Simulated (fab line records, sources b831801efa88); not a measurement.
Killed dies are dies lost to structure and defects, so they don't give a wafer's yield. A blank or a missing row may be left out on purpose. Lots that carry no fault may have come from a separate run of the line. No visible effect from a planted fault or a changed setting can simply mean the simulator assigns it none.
A struck lot beside a sound one || flow sfq_line || 41 out of 325 route steps
Sound: these wafers, L673.1, L673.2, L673.5. Struck: wafer L667.5. (L667.2, L667.6 of the same lot were not struck and are left out.) The cause comes at the end.
Per side, at each step with rows, come the tool, then ch with its chambers, and then its first start. Under that, the readings that differ: sound wafers || struck wafers || difference of the means || sigmas: that difference in standard deviations of wafers without a fault.
alike: a reading whose means differ by less than 2 such deviations, as well as words and numbers matching on both sides. not compared: withheld readings; readings where some wafer has no value; bounds like >300 that might hide an equal value; numbers whose values overlap and for which the record gives no deviation.
The two part at a step that has a row with sigmas, a row that says differs or no value, or rows on one side only. When numbers do not overlap yet have no deviation, they are printed without sigmas and do not part them. Lack of a reading on every wafer of one side parts them only where that side has two or more wafers.

first, 6 steps without rows for these wafers: SFQ_TRILAYER_M7_LITHO_COAT_182 (resist thk 62 nm); SFQ_TRILAYER_M7_LITHO_COAT_177 (resist thk 600 nm); SFQ_TRILAYER_M7_LITHO_SOFTBAKE_181; SFQ_TRILAYER_M7_LITHO_EXPOSE_178 (exposes mask M7, target cd 500 nm); SFQ_TRILAYER_M7_LITHO_PEB_180 (peb time 60 s); SFQ_TRILAYER_M7_LITHO_DEVELOP_179 (time 60 s).
SFQ_M7_OVL_MEAS_945:
  sound on overlay-01 at day 82 17:32; struck on overlay-02 at day 77 10:49
  alike: M7_OVL
SFQ_TRILAYER_M7_BARC_OPEN_METAL_ETCH_229: etches BARC in O2, target depth 125 nm, time 41.7 s.
  sound on rie_metal-02 ch 0,1, day 82 17:34; struck on rie_metal-04 ch 1, day 77 10:50
  alike: bias_w, drypump_motor_current_A, oes_product_au, rf_fwd_power_W
  not compared: rf_hours_counter_h
then, 1 step without rows for these wafers: SFQ_TRILAYER_M7_ETCH_METAL_ETCH_180 (etches Nb in Cl2/Ar, stops on SiO2, target depth 240 nm, time 120 s).
SFQ_TRILAYER_M7_STRIP_STRIP_181: strips in O2.
  sound on rie_metal-02 ch 0,1, day 82 17:45; struck on rie_metal-04 ch 1, day 77 11:01
  alike: drypump_motor_current_A, oes_product_au
  not compared: rf_hours_counter_h
then, 1 step without rows for these wafers: SFQ_TRILAYER_M7_STRIP_SOLV_CLEAN_182 (cleans in NMP, time 600 s).
SFQ_TRILAYER_I7_DEP_PECVD_183: deposits SiO2 from SiH4/N2O, time 111.11 s, target thk 500 nm.
  sound on pecvd-01 ch 1,2, day 82 18:42; struck on pecvd-01 ch 1, day 77 11:48
  alike: heater_power_w, rf_fwd_power_W, throttle_valve_pct
  not compared: since_wet_clean_h
SFQ_TRILAYER_I7_CMP_CMP_184: polishes SiO2.
  sound on cmp-01 ch 1,3, day 82 18:49; struck on cmp-01 ch 2, day 77 15:47
{"reading": "time_to_endpoint_s (s)", "sound": "203 210 215", "struck": 283, "difference": "+74", "sigmas": "+12"}
{"reading": "model.SiO2_of_TRILAYER_I7_DEP_PECVD_183.thk_nm (nm)", "sound": "200 199.1 200.5", "struck": 307.9, "difference": "+108.0", "sigmas": ""}
  alike: motor_current_A
SFQ_I7_BOW_MEAS_946:
  sound on film_metro-01 at day 82 21:49; struck on film_metro-03 at day 77 16:55
  alike: I7_BOW
SFQ_TRILAYER_I7_METRO_MEASURE_185:
  sound on film_metro-01 at day 82 21:56; struck on film_metro-03 at day 77 17:13
{"reading": "thk_nm (nm)", "sound": "200.0 199.0 200.6", "struck": 307.8, "difference": "+107.9", "sigmas": "+98"}
then, 6 steps without rows for these wafers: SFQ_TRILAYER_I7_VIA_LITHO_COAT_192 (resist thk 62 nm); SFQ_TRILAYER_I7_VIA_LITHO_COAT_187 (resist thk 650 nm); SFQ_TRILAYER_I7_VIA_LITHO_SOFTBAKE_191; SFQ_TRILAYER_I7_VIA_LITHO_EXPOSE_188 (exposes mask I7, target cd 1000 nm); SFQ_TRILAYER_I7_VIA_LITHO_PEB_190 (peb time 60 s); SFQ_TRILAYER_I7_VIA_LITHO_DEVELOP_189 (time 60 s).
-- the record jumps here: 5 days lie between the struck wafers' starts before and after --
SFQ_I7_OVL_MEAS_947:
  sound on overlay-01 at day 83 01:23; struck on overlay-02 at day 82 05:32
  alike: I7_OVL
SFQ_TRILAYER_I7_VIA_BARC_OPEN_VIA_ETCH_260: etches BARC in O2, target depth 125 nm, time 41.7 s.
  sound on rie_diel-04 ch 0,1,3, day 83 01:26; struck on rie_diel-04 ch 0, day 82 05:34
  alike: bias_w, drypump_motor_current_A, oes_product_au, rf_fwd_power_W
  not compared: rf_hours_counter_h
SFQ_TRILAYER_I7_VIA_ETCH_VIA_ETCH_190: etches SiO2 in CHF3, stops on Nb, target depth 260 nm.
  sound on rie_diel-04 ch 0,1,3, day 83 01:28; struck on rie_diel-04 ch 0, day 82 05:37
{"reading": "oes_product_au (a.u.)", "sound": "0.859 0.853 0.854", "struck": 1.013, "difference": "+0.158", "sigmas": "+28"}
{"reading": "model.I7.feature_depth_nm (nm)", "sound": "200 199.1 200.5", "struck": 259.6, "difference": "+59.7", "sigmas": ""}
{"reading": "model.etch.depth_nm (nm)", "sound": "200 199.1 200.5", "struck": 259.6, "difference": "+59.7", "sigmas": ""}
  alike: bias_w, drypump_motor_current_A, rf_fwd_power_W
SFQ_TRILAYER_I7_VIA_STRIP_STRIP_191: strips in O2.
  sound on rie_metal-04 ch 0,1, day 83 01:35; struck on rie_metal-02 ch 1, day 82 05:43
  alike: drypump_motor_current_A, oes_product_au
  not compared: rf_hours_counter_h
then, 8 steps without rows for these wafers: SFQ_TRILAYER_I7_VIA_STRIP_SOLV_CLEAN_192 (cleans in NMP, time 600 s); SFQ_TRILAYER_M8_LITHO_LOR_COAT_197; SFQ_TRILAYER_M8_LITHO_LOR_BAKE_198; SFQ_TRILAYER_M8_LITHO_COAT_193 (resist thk 600 nm); SFQ_TRILAYER_M8_LITHO_SOFTBAKE_199; SFQ_TRILAYER_M8_LITHO_EXPOSE_194 (exposes mask M8, target cd 2000 nm); SFQ_TRILAYER_M8_LITHO_PEB_196 (peb time 60 s); SFQ_TRILAYER_M8_LITHO_DEVELOP_195 (img clear 15 s, time 55 s).
-- the record jumps here: 4 days lie between the struck wafers' starts before and after --
SFQ_M8_OVL_MEAS_948:
  sound on overlay-01 at day 86 20:23; struck on overlay-01 at day 86 04:47
  alike: M8_OVL
then, 3 steps without rows for these wafers: SFQ_TRILAYER_M8_DEP_EVAP_197 (material Ti, target thk 20 nm, time 100 s); SFQ_TRILAYER_M8_DEP_EVAP_198 (material Pt, target thk 50 nm, time 250 s); SFQ_TRILAYER_M8_DEP_EVAP_196 (material Au, target thk 180 nm, time 900 s).
SFQ_M8_RS_MEAS_949: uses a four-point probe to measure.
  sound on film_metro-02 at day 86 21:10; struck on film_metro-02 at day 86 05:35
  alike: M8_AU_RS
SFQ_M8_THK_MEAS_950: measures by xrf.
  sound on film_metro-02 at day 86 21:17; struck on film_metro-02 at day 86 05:41
  alike: M8_AU_THK
then, 1 step without rows for these wafers: SFQ_TRILAYER_M8_LIFTOFF_LIFTOFF_197 (chemistry NMP, time 600 s).
SFQ_M8_BOW_MEAS_951:
  sound on film_metro-04 at day 86 21:31; struck on film_metro-04 at day 86 05:57
{"reading": "model.etest.i7.link_ohm", "sound": "1.057 1.052 1.056", "struck": 1e+06, "difference": "+1e+06", "sigmas": ""}
  alike: M8_BOW

## WHERE THEY PART
Last at SFQ_TRILAYER_I7_VIA_ETCH_VIA_ETCH_190 as far as this record goes, first at SFQ_TRILAYER_I7_CMP_CMP_184. Later steps at which nothing parts them and some readings are alike: SFQ_TRILAYER_I7_VIA_STRIP_STRIP_191, SFQ_M8_OVL_MEAS_948, SFQ_M8_RS_MEAS_949, SFQ_M8_THK_MEAS_950, SFQ_M8_BOW_MEAS_951.

WHY: whatever the simulator had introduced
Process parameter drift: cmp-01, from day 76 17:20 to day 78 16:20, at SFQ_TRILAYER_I7_CMP_CMP_184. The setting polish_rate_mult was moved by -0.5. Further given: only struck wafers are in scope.
